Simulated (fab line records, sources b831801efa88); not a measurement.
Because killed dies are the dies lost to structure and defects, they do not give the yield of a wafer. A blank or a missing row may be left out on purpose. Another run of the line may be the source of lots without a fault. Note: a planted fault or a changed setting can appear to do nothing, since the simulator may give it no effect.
Which tool did it? :: flow sky130 :: 7 lots (21 wafers sampled), 1 step of a 708-step route

## WHAT THE GAUGES SHOWED, per wafer
SKY_FIELD_ISO_BOW_MEAS_00.
lot: L246
measured: day 2 01:00
on: film metro-02
INCOMING_BOW (um): -2 1 -3

lot: L248
measured: day 2 11:02
on: film metro-01
INCOMING_BOW (um): -5 0 -6

lot: L250
measured: day 2 21:00
on: film metro-03
INCOMING_BOW (um): 1 2 -7

lot: L253
measured: day 3 12:02
on: film metro-01
INCOMING_BOW (um): -10 4 -10

lot: L256
measured: day 4 03:02
on: film metro-01
INCOMING_BOW (um): -6 0 7

lot: L259
measured: day 4 18:00
on: film metro-02
INCOMING_BOW (um): -6 0 -12

lot: L264
measured: day 5 19:00
on: film metro-02
INCOMING_BOW (um): 15 1 -1

## TOOL THAT RAN EACH LOT (tool first, then ch and the chambers of the sampled wafers, then the start)
No process step before these readings appears in the record.

## THE ANSWER, worked out from the rows above alone
Rule: usual is defined by the lots themselves. The widest of any qualifying gaps counts: lots, ordered by their means at a reading, are off when they make up no more than a third of the lots, leave a main group of 4 or more, and stand apart from it by 3 or more times the standard deviation of that group's means. A main group whose means are all the same, to the digits that the tables above print for the reading, isn't used. A lot without any number at a reading at which 4 lots or more have one is off too. All remaining lots with rows at the step are treated as sound.
Nothing can be told from this: no lot is off at any reading shown.

## WHAT HAD BEEN PUT IN BY THE SIMULATOR
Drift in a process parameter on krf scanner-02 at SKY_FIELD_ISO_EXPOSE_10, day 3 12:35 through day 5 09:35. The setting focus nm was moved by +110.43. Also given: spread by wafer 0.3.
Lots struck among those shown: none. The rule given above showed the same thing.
